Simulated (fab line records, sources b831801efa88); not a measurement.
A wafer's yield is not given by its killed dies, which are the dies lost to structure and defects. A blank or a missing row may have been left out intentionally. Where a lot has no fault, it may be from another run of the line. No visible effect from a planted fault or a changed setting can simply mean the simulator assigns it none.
A single fault, viewed from 2 desks + flow gf180mcu + what lay behind the numbers comes last; until then each desk has only its own

FROM THE METROLOGY DESK
What the gauges read, lot by lot, whatever tool the lot ran on: means of the sampled wafers that have a number. Any lot whose mean is over 4 standard deviations away from the usual mean is out of limits and marked OUT; that distance is given in the brackets.
Columns: A = cd nm at GF_SAB_CD_MEAS_09, usual 419.8 nm; B = SAB_OVL at GF_SAB_OVL_MEAS_10, usual -0.1 nm
| lot  | first seen here | A     | B    |
|------|-----------------|-------|------|
| L473 | day 16 20:46    | 418.5 | -1.9 |
| L474 | day 17 09:00    | 415.0 | -2.2 |
| L475 | day 17 12:22    | 418.9 | 0.1  |
| L476 | day 18 02:07    | 418.3 | -0.8 |
| L480 | day 19 10:26    | 419.5 | 0.4  |
| L484 | day 20 16:15    | 420.7 | -0.7 |
| L485 | day 21 07:40    | 421.9 | 0.9  |
| L486 | day 21 12:07    | 416.9 | 0.9  |
| L488 | day 21 23:55    | 420.3 | -1.2 |
| L489 | day 22 11:29    | 422.1 | 1.5  |
| L491 | day 23 05:34    | 417.7 | -1.2 |
| L492 | day 23 07:11    | 421.5 | 0.9  |
| L494 | day 23 21:25    | 422.4 | 1.3  |
| L495 | day 24 06:55    | 417.8 | 0.6  |
Result from this desk: across the 14 lots, nothing is out of limits.

AT THE TOOL OWNER'S DESK: rtp anneal-01
Per lot that ran on this tool, the mean of the sampled wafers carrying a number, from the tool's own readings at GF_SALICIDE_RTA_08 (time 30 s). Any lot whose mean is over 4 standard deviations away from the usual mean is out of limits and marked OUT; that distance is given in the brackets.
Columns: A = anneal temp c max at GF_SALICIDE_RTA_08, usual 803.0; B = chamber o2 ppm at GF_SALICIDE_RTA_08, usual 1.997; C = lamp power pct at GF_SALICIDE_RTA_08, usual 17.4 %; D = wafer_temp_C_max at GF_SALICIDE_RTA_08, usual 804.0
| lot  | first seen here | A     | B                         | C    | D     |
|------|-----------------|-------|---------------------------|------|-------|
| L474 | day 17 09:56    | 802.3 | 2.004                     | 15.8 | 802.6 |
| L485 | day 21 08:35    | 802.4 | 302.003 (+99 or more) OUT | 15.8 | 803.2 |
| L486 | day 21 13:04    | 802.3 | 301.987 (+99 or more) OUT | 15.8 | 803.9 |
This desk finds L485, L486 out of limits, L485 being first, at day 21 08:35 (chamber o2 ppm at GF_SALICIDE_RTA_08). Within limits: L474.

BROUGHT TOGETHER
An alarm could have come from the tool owner's desk at day 21 08:35, on L485, L486.
Metrology desk: nothing out of limits seen.
The metrology desk holds a record of L485, L486, inside its limits.
Every lot named ran GF_SALICIDE_RTA_08 on rtp anneal-01.

WHAT WAS PUT IN BY THE SIMULATOR
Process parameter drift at GF_SALICIDE_RTA_08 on rtp anneal-01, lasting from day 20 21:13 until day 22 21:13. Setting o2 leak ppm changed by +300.
Struck lots among those shown: L485, L486.
Hours from the fault's start to each desk's first reading out of limits: the tool owner's desk, 11.
